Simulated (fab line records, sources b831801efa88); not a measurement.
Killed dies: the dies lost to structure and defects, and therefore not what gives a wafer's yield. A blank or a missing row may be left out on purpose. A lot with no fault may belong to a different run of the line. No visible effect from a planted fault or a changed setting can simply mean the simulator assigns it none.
A lot that was struck, set against a sound lot + flow gf180mcu + 14 out of 602 route steps
Sound: the wafers L112.1, L112.4, L112.5. Wafers L111.4, L111.5, L111.6 were the ones struck. The cause is named last.
Order at every step that has rows: each side's tool, ch and its chambers, its first start. Under that, the readings that differ: sound wafers + struck wafers + difference of the means + sigmas: that difference in standard deviations of wafers without a fault.
alike: words and numbers the same on both sides, and readings whose means are apart by under 2 such deviations; not compared: readings that were withheld, readings missing a value for some wafer, numbers with overlapping values and no deviation given by the record, and bounds like >300 which may hide the same value.
The two part at a step that has a row with sigmas, a row that says differs or no value, or rows on one side only. Numbers that don't overlap but have no deviation are shown without sigmas and don't part them. Lack of a reading on every wafer of one side parts them only where that side has two or more wafers.

first, 3 steps without rows for these wafers: GF_HV_LDD_EXPOSE_16 (exposes mask Pplus LV AREA, target cd 400 nm); GF_HV_LDD_PEB_17; GF_HV_LDD_DEVELOP_18 (develop time 60 s).
GF_HV_LDD_CD_MEAS_19: target cd 400 nm.
  sound: cd sem-01 at day 16 18:30; struck: cd sem-01 at day 16 12:40
  alike: cd nm
GF_HV_LDD_OVL_MEAS_20:
  sound: overlay-01 at day 16 18:37; struck: overlay-02 at day 16 12:44
  alike: HV_LDD_01_OVL
then, 1 step without rows for these wafers: GF_HV_LDD_IMPLANT_21.
GF_HV_LDD_STRIP_22: strips in O2/N2.
  sound on plasma asher-01 ch 0, day 16 18:48; struck on plasma asher-02 ch 0,1, day 16 12:56
  alike: drypump motor current A, heater power w, oes product au, strip time to endpoint s
  not compared: rf hours counter h
GF_HV_LDD_TW_MEAS_23:
  sound: film metro-02 at day 16 18:54; struck: film metro-02 at day 16 13:02
  alike: HV_LDD_2_TW
then, 4 steps without rows for these wafers: GF_HV_LDD_DEHYDRATE_24 (time 60 s); GF_HV_LDD_HMDS_25 (prime time 60 s); GF_HV_LDD_COAT_26 (resist thk 1000 nm); GF_HV_LDD_SOFTBAKE_27 (time 60 s).
GF_HV_LDD_EXPOSE_28: exposes mask Nplus HV AREA, target cd 400 nm.
  sound on iline stepper-01 ch 0, day 17 05:41; struck on iline stepper-01, day 17 00:05
  no value came back on the struck wafers for any of 5 readings (exposure dose mJ cm2, focus offset nm (nm) and others); on the sound wafers exposure dose mJ cm2 reads 139.90 139.69 139.96
| reading                        | sound                   | struck                  | difference | sigmas |
|--------------------------------|-------------------------|-------------------------|------------|--------|
| model.HV_LDD.overlay x nm (nm) | 0.03605 0.03605 0.03605 | -0.4203 -0.4203 -0.4203 | -0.4564    |        |
| model.HV_LDD.overlay y nm (nm) | -0.2219 -0.2219 -0.2219 | -1.578 -1.578 -1.578    | -1.356     |        |
  alike: mask
then, 1 step without rows for these wafers: GF_HV_LDD_PEB_29.

## WHERE THEY PART
Within this record, at GF_HV_LDD_EXPOSE_28 only.

WHY: what had been put in by the simulator
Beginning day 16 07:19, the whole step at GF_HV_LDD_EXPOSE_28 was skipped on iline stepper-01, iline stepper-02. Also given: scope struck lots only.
